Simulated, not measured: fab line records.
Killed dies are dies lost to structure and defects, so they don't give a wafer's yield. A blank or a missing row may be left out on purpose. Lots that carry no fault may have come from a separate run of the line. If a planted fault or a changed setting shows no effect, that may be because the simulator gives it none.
2 desks looking at one fault | flow sky130 | every desk sees just its own numbers, and what lay behind them comes last

FROM THE METROLOGY DESK
Means of the sampled wafers that have a number, per lot and without regard to the tool the lot ran on: this is what the gauges read. Any lot whose mean is over 4 standard deviations away from the usual mean is out of limits and marked OUT; that distance is given in the brackets.
Columns: A = PWDE_OVL at SKY_PWDE_OVL_MEAS_07, usual -0.5 nm; B = METAL5_ALCU_THK at SKY_METAL5_THK_MEAS_06, usual 1166 nm
lot  | first seen here | A    | B
L739 | day 3 22:25     | -1.6 | 1173
L740 | day 4 04:06     | -1.0 | 1164
L744 | day 5 02:16     | -0.3 | 1148
L745 | day 5 09:41     | -0.3 | 1170
L746 | day 6 04:01     | 1.0  | 1156
L753 | day 7 05:19     | -3.0 | 1158
L754 | day 7 10:31     | -1.5 | 1152
L756 | day 7 22:09     | -0.4 | 1183
L758 | day 8 09:50     | 0.7  | 1172
L759 | day 8 10:52     | -0.6 | 1174
L761 | day 9 01:14     | -2.2 | 1178
L762 | day 9 04:35     | -1.0 | 1171
This desk's finding: nothing out of limits on any of the 12 lots.

AT THE TOOL OWNER'S DESK: litho_track-02
The tool's own readings at SKY_METAL4_DEVELOP_12 (develop time 60 s): means of the sampled wafers that have a number, for each lot that ran on this tool. Any lot whose mean is over 4 standard deviations away from the usual mean is out of limits and marked OUT; that distance is given in the brackets.
Columns: A = developer_temp_C at SKY_METAL4_DEVELOP_12, usual 20.99 C; B = resist_line_temp_C at SKY_METAL4_DEVELOP_12, usual 23.01 C
lot  | first seen here | A                | B
L739 | day 41 13:00    | 21.01            | 22.99
L740 | day 41 23:00    | 21.12            | 23.11
L745 | day 44 06:00    | 20.98            | 23.03
L744 | day 44 07:00    | 21.10            | 22.97
L753 | day 45 14:00    | 21.84 (+9.0) OUT | 22.95
L754 | day 45 21:00    | 21.72 (+7.7) OUT | 22.90
This desk's verdict: out of limits on L753, L754, starting with L753 at day 45 14:00 (developer_temp_C at SKY_METAL4_DEVELOP_12). L739, L740, L745, L744 stayed within limits.

TAKEN TOGETHER
At day 45 14:00, on L753, L754, the tool owner's desk was in a position to raise an alarm.
From the metrology desk's view, nothing was out of limits.
The metrology desk holds a record of L753, L754, inside its limits.
The lots listed all ran SKY_METAL4_DEVELOP_12 on litho_track-02.

WHAT THE SIMULATOR HAD INSERTED
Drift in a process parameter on litho_track-02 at SKY_METAL4_DEVELOP_12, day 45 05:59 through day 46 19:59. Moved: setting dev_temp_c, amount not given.
Lots struck among those shown: L753, L754.
How many hours passed from the start of the fault until each desk's first out-of-limits reading: the tool owner's desk, 8.
